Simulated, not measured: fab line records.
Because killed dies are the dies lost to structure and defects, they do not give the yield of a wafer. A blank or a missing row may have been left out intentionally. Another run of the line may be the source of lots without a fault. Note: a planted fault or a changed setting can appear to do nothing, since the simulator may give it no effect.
One fault seen from 2 desks :: flow gf180mcu :: each desk has only its own numbers; what lay behind them comes last

## AT THE TOOL OWNER'S DESK: implanter-02
For each lot that ran on this tool, the mean over its sampled wafers that have a number, from the tool's own readings at GF_HV_LDD_IMPLANT_34. Marked OUT: a lot whose mean sits more than 4 standard deviations from the usual mean, which makes it out of limits; the brackets give that distance.
Columns: A = beamEnergyKeV at GF_HV_LDD_IMPLANT_34, usual 59.998
lot: L976
first seen here: day 11 18:11
A: 59.999

lot: L980
first seen here: day 13 04:17
A: 60.002

lot: L981
first seen here: day 13 11:41
A: 59.976

lot: L982
first seen here: day 13 22:01
A: 64.338 (+99 or more) OUT

lot: L983
first seen here: day 14 11:00
A: 64.347 (+99 or more) OUT

lot: L985
first seen here: day 15 03:01
A: 64.341 (+99 or more) OUT

lot: L995
first seen here: day 18 08:52
A: 60.005

lot: L997
first seen here: day 18 16:52
A: 60.006

lot: L998
first seen here: day 19 02:34
A: 59.978
Finding of this desk: L982, L983, L985 out of limits; the first was L982 at day 13 22:01, on beamEnergyKeV at GF_HV_LDD_IMPLANT_34. L976, L980, L981, L995, L997, L998: within limits.

## METROLOGY DESK
What the gauges read, lot by lot, whatever tool the lot ran on: means of the sampled wafers that have a number. Marked OUT: a lot whose mean sits more than 4 standard deviations from the usual mean, which makes it out of limits; the brackets give that distance.
Columns: A = HV_LDD_RS at GF_HV_LDD_RS_MEAS_53, usual 418.7 ohm/sq; B = CONTACT_W_RS at GF_CONTACT_RS_MEAS_25, usual 0.388 ohm/sq; C = cdNm at GF_M2_CD_MEAS_14, usual 279.8 nm
lot: L975
first seen here: day 12 03:57
A: 419.4
B: 0.382
C: 279.2

lot: L976
first seen here: day 12 13:55
A: 420.1
B: 0.387
C: 280.5

lot: L978
first seen here: day 13 07:23
A: 418.2
B: 0.383
C: 281.1

lot: L979
first seen here: day 13 15:09
A: 418.9
B: 0.385
C: 278.9

lot: L980
first seen here: day 14 01:17
A: 418.2
B: 0.383
C: 278.8

lot: L981
first seen here: day 14 09:37
A: 418.5
B: 0.390
C: 279.9

lot: L982
first seen here: day 14 19:45
A: 416.1
B: 0.391
C: 281.5

lot: L983
first seen here: day 15 08:29
A: 416.3
B: 0.384
C: 280.2

lot: L985
first seen here: day 16 01:57
A: 415.8
B: 0.388
C: 278.7

lot: L990
first seen here: day 17 21:01
A: 417.6
B: 0.389
C: 279.6

lot: L995
first seen here: day 19 09:39
A: 418.3
B: 0.392
C: 278.9

lot: L996
first seen here: day 19 11:12
A: 418.3
B: 0.388
C: 280.4

lot: L997
first seen here: day 19 17:29
A: 418.5
B: 0.389
C: 280.0

lot: L998
first seen here: day 20 03:35
A: 418.3
B: 0.387
C: 280.9
This desk's finding: nothing out of limits on any of the 14 lots.

## BROUGHT TOGETHER
The tool owner's desk could have raised an alarm at day 13 22:01, on L982, L983, L985.
Nothing out of limits was seen by the metrology desk.
The metrology desk holds a record of L982, L983, L985, inside its limits.
Of the lots named, all ran GF_HV_LDD_IMPLANT_34 on implanter-02.

## WHAT THE SIMULATOR PUT IN
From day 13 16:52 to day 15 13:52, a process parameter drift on implanter-02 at GF_HV_LDD_IMPLANT_34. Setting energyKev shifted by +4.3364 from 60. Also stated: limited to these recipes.
Struck lots among those shown: L982, L983, L985.
How many hours passed from the start of the fault until each desk's first out-of-limits reading: the tool owner's desk, 5.
